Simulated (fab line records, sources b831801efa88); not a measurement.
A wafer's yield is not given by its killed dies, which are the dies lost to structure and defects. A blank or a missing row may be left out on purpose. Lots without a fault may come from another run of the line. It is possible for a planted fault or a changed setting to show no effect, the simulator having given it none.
Split-lot experiment | flow sfq-line | route with 325 steps; 5 lots, 23 wafers read

== THE SPLIT ==
At SFQ_TRILAYER_I4_VIA_BARC_OPEN_VIA_ETCH_146 (etches BARC in O2, target depth 125 nm, time 41.7 s), the setting time-s was moved away from the recipe's 41.7 s on 9 of the 23 wafers read, by -11.4% to +10.9%. This setting was run at the recipe's value on the other wafers.

The reading comes from the split's own step.

== THE READING ==
KrF_of_TRILAYER_I4_VIA_LITHO_COAT_103.thk-nm (the simulator's own value, which no gauge read), in nm, at SFQ_TRILAYER_I4_VIA_BARC_OPEN_VIA_ETCH_146 (etches BARC in O2, target depth 125 nm, time 41.7 s). The file does not state a usual value for it. The 14 wafers here that ran the recipe average 573.9 nm, standard deviation 2.2 nm.

wafer  | tool, chamber at the split | time-s as run, s | against the recipe | KrF_of_TRILAYER_I4_VIA_LITHO_COAT_103.thk-nm, nm | against lot-mates on the recipe
L075.1 | rie-diel-03, 0             | 39.71            | -4.8%              | 572.8                                            | -0.9
L075.2 | rie-diel-03, 2             | 41.7             | recipe             | 573.9                                            | -
L075.3 | rie-diel-03, 3             | 41.7             | recipe             | 574.1                                            | -
L075.4 | rie-diel-03, 1             | 39.71            | -4.8%              | 572.8                                            | -0.9
L075.5 | rie-diel-03, 3             | 41.7             | recipe             | 573.1                                            | -
L076.1 | rie-diel-03, 3             | 41.7             | recipe             | 574.1                                            | -
L076.2 | rie-diel-03, 2             | 41.7             | recipe             | 576                                              | -
L076.3 | rie-diel-03, 0             | 45.64            | +9.4%              | 570.6                                            | -4.1
L076.4 | rie-diel-03, 1             | 41.7             | recipe             | 574.1                                            | -
L076.5 | rie-diel-03, 2             | 45.64            | +9.4%              | 572.5                                            | -2.2
L079.1 | rie-diel-01, 0             | 41.7             | recipe             | 578                                              | -
L079.3 | rie-diel-01, 2             | 41.7             | recipe             | 578.9                                            | -
L079.4 | rie-diel-01, 1             | 36.95            | -11.4%             | 586.1                                            | +7.6
L079.5 | rie-diel-01, 1             | 36.95            | -11.4%             | 584                                              | +5.5
L079.6 | rie-diel-01, 2             | 36.95            | -11.4%             | 584.7                                            | +6.2
L082.1 | rie-diel-01, 2             | 41.7             | recipe             | 571.8                                            | -
L082.2 | rie-diel-01, 0             | 41.7             | recipe             | 571                                              | -
L082.4 | rie-diel-01, 3             | 41.7             | recipe             | 572.2                                            | -
L085.1 | rie-diel-02, 3             | 41.7             | recipe             | 573                                              | -
L085.2 | rie-diel-02, 0             | 46.24            | +10.9%             | 567                                              | -5.5
L085.3 | rie-diel-02, 2             | 46.24            | +10.9%             | 567.1                                            | -5.4
L085.4 | rie-diel-02, 1             | 41.7             | recipe             | 572                                              | -
L085.6 | rie-diel-02, 2             | 41.7             | recipe             | 572.5                                            | -

THE FIT
A straight line over all 23 wafers: KrF_of_TRILAYER_I4_VIA_LITHO_COAT_103.thk-nm changes by -0.657 nm for each +1% of time-s; r = -0.83; the points scatter about the line by 2.9 nm.
The same after taking each lot's own level away (the mean of its wafers on the recipe; 23 wafers): -0.461 nm for each +1%; r = -0.91; scatter 1.3 nm.
According to that fit, moving time-s by its largest amount changes the reading by 5.2 nm.
The lots' own levels span 571.67 to 578.45 nm, that is 3.1 times the standard deviation above.
Hence the slope depends on the lot-to-lot level, as the two fits are not the same.
Check: for one of the wafers moved furthest among these (-11.4%), held out of the fit, the line's prediction against its lot-mates is +4.62 nm. Against them it came out at +7.65 nm.

== FILE'S OWN FIT ==
KrF_of_TRILAYER_I4_VIA_LITHO_COAT_103.thk-nm changes by -0.442 nm for each +1% of time-s, r = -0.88.
